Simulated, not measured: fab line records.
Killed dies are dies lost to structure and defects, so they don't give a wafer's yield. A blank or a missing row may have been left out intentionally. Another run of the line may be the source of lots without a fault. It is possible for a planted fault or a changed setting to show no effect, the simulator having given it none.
A struck lot beside a sound one || flow sky130 || 33 steps out of a route of 708
Sound: wafers L113.2, L113.4, L113.5. Wafers struck: L119.1, L119.5, L119.6. The cause is named last.
For every step that has rows: the tool of each side, followed by ch and its chambers, followed by its first start. Under that, the readings that differ: sound wafers || struck wafers || difference of the means || sigmas: that difference in standard deviations of wafers without a fault.
alike: same words and numbers on both sides, and readings whose means sit less than 2 such deviations apart. not compared: any withheld reading, any reading some wafer has no value for, any bound like >300 that may hide the same value, and any number with overlapping values for which the record gives no deviation.
A row with sigmas, a row that says differs or no value, or rows on one side alone: a step with any of these is where the two part. Non-overlapping numbers with no deviation appear without sigmas and do not part them. A reading missing from all wafers of one side parts the sides only when that side holds two or more wafers.

first, 7 steps without rows for these wafers: SKY_SONOS_TUNNEL_DEVELOP_06 (develop time 60 s); SKY_SONOS_TUNNEL_IMPLANT_09; SKY_SONOS_TUNNEL_WET_ETCH_10 (etches SiO2 in dHF, target depth 14 nm, time 280 s); SKY_SONOS_TUNNEL_STRIP_11 (strips in SPM, time 600 s); SKY_SONOS_TUNNEL_CLEAN_13 (cleans in dHF, time 20 s); SKY_SONOS_ONO_OXIDATION_00 (stabilise 600 s, purge 300 s, target thk 2.6 nm); SKY_SONOS_ONO_CVD_02 (deposits Si3N4 from DCS/NH3, target thk 10.5 nm, time 180 s).
SKY_SONOS_ONO_CVD_04: deposits SiO2 from SiH4/N2O, target thk 5.7199 nm.
  sound on lpcvd-03 ch 0, day 12 00:45; struck on lpcvd-03 ch 0, day 13 22:07
{"reading": "spikeTcCentreC (C)", "sound": "899.4 898.8 897.6", "struck": "916.4 917.5 915.8", "difference": "+18.0", "sigmas": "+12"}
{"reading": "zonePowerCentrePct (%)", "sound": "19.1 18.8 18.5", "struck": "25.2 25.0 24.7", "difference": "+6.2", "sigmas": "+4"}
{"reading": "zonePowerUpperPct (%)", "sound": "15.9 16.1 15.6", "struck": "13.3 13.0 12.7", "difference": -2.9, "sigmas": -3}
{"reading": "model.SiO2_of_SONOS_ONO_CVD_04.thkNm (nm)", "sound": "5.719 5.702 5.748", "struck": "6.417 5.883 5.889", "difference": "+0.340", "sigmas": ""}
then, 23 steps without rows for these wafers: SKY_SONOS_ONO_DEHYDRATE_06 (time 60 s); SKY_SONOS_ONO_HMDS_07 (prime time 60 s); SKY_SONOS_ONO_COAT_08 (resist thk 1140 nm); SKY_SONOS_ONO_SOFTBAKE_09 (time 60 s); SKY_SONOS_ONO_EXPOSE_10 (exposes mask ONOM, target cd 410 nm); SKY_SONOS_ONO_PEB_11; SKY_SONOS_ONO_DEVELOP_12 (develop time 60 s); SKY_SONOS_ONO_ETCH_15 (etches the open film in CHF3/O2, target depth 19.52 nm, time 7.8 s); SKY_SONOS_ONO_WET_ETCH_16 (etches SiO2 in dHF, target depth 14 nm, time 280 s); SKY_SONOS_ONO_STRIP_17 (strips in O2/N2); SKY_SONOS_ONO_WET_ETCH_18 (etches Si3N4 in H3PO4, target depth 15 nm, time 172 s); SKY_GATE_OXIDE_CLEAN_00 (cleans in SC1/SC2, time 150 s); SKY_GATE_OXIDE_OXIDATION_01 (stabilise 600 s, purge 300 s, target thk 10.268 nm); SKY_GATE_OXIDE_DEHYDRATE_03 (time 60 s); SKY_GATE_OXIDE_HMDS_04 (prime time 60 s); SKY_GATE_OXIDE_COAT_05 (resist thk 1140 nm); SKY_GATE_OXIDE_SOFTBAKE_06 (time 60 s); SKY_GATE_OXIDE_EXPOSE_07 (exposes mask LVOM, target cd 600 nm); SKY_GATE_OXIDE_PEB_08; SKY_GATE_OXIDE_DEVELOP_09 (develop time 60 s); SKY_GATE_OXIDE_IMPLANT_11; SKY_GATE_OXIDE_WET_ETCH_12 (etches SiO2 in dHF, target depth 16.8 nm, time 336 s); SKY_GATE_OXIDE_STRIP_13 (strips in O2/N2).
-- the record jumps here: 3 days lie between the struck wafers' starts before and after --
SKY_GATE_OXIDE_CLEAN_15: cleans in SC1/SC2, time 150 s.
  sound on wetBench-03 ch 3, day 14 10:10; struck on wetBench-04 ch 0, day 16 12:53
{"reading": "model.SiO2_of_SONOS_ONO_CVD_04.thkNm (nm)", "sound": "4.207 4.189 4.232", "struck": "4.904 4.371 4.379", "difference": "+0.342", "sigmas": ""}
-- the record jumps here: 32 days lie between the struck wafers' starts before and after (it left off in module GATE_OXIDE and takes up again in module PAD_OPEN, whose first step shown is number 708 of the route) --
SKY_PAD_OPEN_PROBE_99:
  sound: prober-02 at day 47 08:12; struck: prober-02 at day 48 16:25
{"reading": "model.etest.sonosErased.driveUaUm", "sound": "184.5 177.9 184.1", "struck": "146.1 157.6 173.3", "difference": -23.2, "sigmas": ""}
{"reading": "model.etest.sonosUncharged.rOnOhmUm", "sound": "823.8 816.9 826.5", "struck": "837.7 834 827.5", "difference": "+10.7", "sigmas": ""}
{"reading": "model.etest.capOno.gateLog10ACm2", "sound": "-7.887 -7.847 -7.984", "struck": "-8.979 -8.537 -8.421", "difference": -0.740, "sigmas": ""}
{"reading": "model.etest.capOno.gateBvV (V)", "sound": "16.29 15.87 16.3", "struck": "17.63 17.09 17.18", "difference": "+1.15", "sigmas": ""}
{"reading": "model.etest.capOno.toxAccNm (nm)", "sound": "12.88 12.82 12.91", "struck": "13.73 13.29 13.23", "difference": "+0.55", "sigmas": ""}
{"reading": "model.etest.sonosProgrammed.vtV (V)", "sound": "1.391 1.491 1.415", "struck": "1.011 1.258 1.321", "difference": -0.236, "sigmas": ""}
{"reading": "model.etest.sonosErased.vtV (V)", "sound": "-2.267 -2.288 -2.276", "struck": "-1.821 -2.037 -2.071", "difference": "+0.301", "sigmas": ""}
{"reading": "model.etest.sonosBaked.vtV (V)", "sound": "0.9417 0.9689 0.9654", "struck": "0.6633 0.87 0.8661", "difference": -0.1589, "sigmas": ""}
  alike: killed_at_M0_to_M3, killed_at_M4_up, killedAtContacts, killedAtFrontEnd, killedAtOther, killedDies, killedOpen, killedShort

== WHERE THEY PART ==
At SKY_SONOS_ONO_CVD_04 and nowhere else, as far as this record goes. Later steps at which nothing parts them and some readings are alike: SKY_PAD_OPEN_PROBE_99.

WHY: what the simulator had put in
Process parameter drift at SKY_SONOS_ONO_CVD_04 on lpcvd-03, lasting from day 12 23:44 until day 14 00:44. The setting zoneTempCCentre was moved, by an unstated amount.
